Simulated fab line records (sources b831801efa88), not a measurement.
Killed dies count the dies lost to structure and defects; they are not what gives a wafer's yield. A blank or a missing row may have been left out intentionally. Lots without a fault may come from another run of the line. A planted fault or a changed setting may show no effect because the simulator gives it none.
Matching of chambers / flow sky130 / cmp-01 running SKY_VIA2_CMP_02: 4 sister chambers
The step polishes SiO2. 4 wafers are shown with their chamber, then 8 later ones without.

## EACH WAFER AND ITS CHAMBER
wafer=L169.5; chamber=3; motorCurrentA (A)=14.0
wafer=L171.2; chamber=0; motorCurrentA (A)=11.2
wafer=L171.3; chamber=1; motorCurrentA (A)=14.3
wafer=L172.4; chamber=2; motorCurrentA (A)=10.3

## WAFERS WITH NO CHAMBER GIVEN
wafer=L172.5; motorCurrentA (A)=13.7
wafer=L172.6; motorCurrentA (A)=10.4
wafer=L173.1; motorCurrentA (A)=14.3
wafer=L173.4; motorCurrentA (A)=10.1
wafer=L173.6; motorCurrentA (A)=13.3
wafer=L182.1; motorCurrentA (A)=13.4
wafer=L182.3; motorCurrentA (A)=10.5
wafer=L182.4; motorCurrentA (A)=10.7

## THE CHAMBER EACH PASSED THROUGH
wafer=L172.5; from the rows above=can't be placed: 3 or 1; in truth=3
wafer=L172.6; from the rows above=can't be placed: 2 or 0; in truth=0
wafer=L173.1; from the rows above=can't be placed: 1 or 3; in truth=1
wafer=L173.4; from the rows above=2; in truth=2
wafer=L173.6; from the rows above=can't be placed: 3 or 1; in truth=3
wafer=L182.1; from the rows above=can't be placed: 3 or 1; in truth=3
wafer=L182.3; from the rows above=can't be placed: 2 or 0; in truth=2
wafer=L182.4; from the rows above=can't be placed: 2 or 0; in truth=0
Correctly placed: 1 of 8. Cannot be placed on the basis of these rows: 7; the candidates contain the true chamber in 7. 0 placed wrongly.
How it was worked out, from the rows above alone: a wafer's distance from a chamber is the root of the sum, over the readings, of the square of ((its reading less the chamber's mean) divided by the reading's scatter). If the next closest chamber is less than 2 further off than the closest, the wafer can't be placed; otherwise it belongs to the closest. A chamber's mean is the mean of its shown wafers. The scatter: root of mean squared gap, hidden wafer to nearest shown wafer, with one shown wafer a chamber.
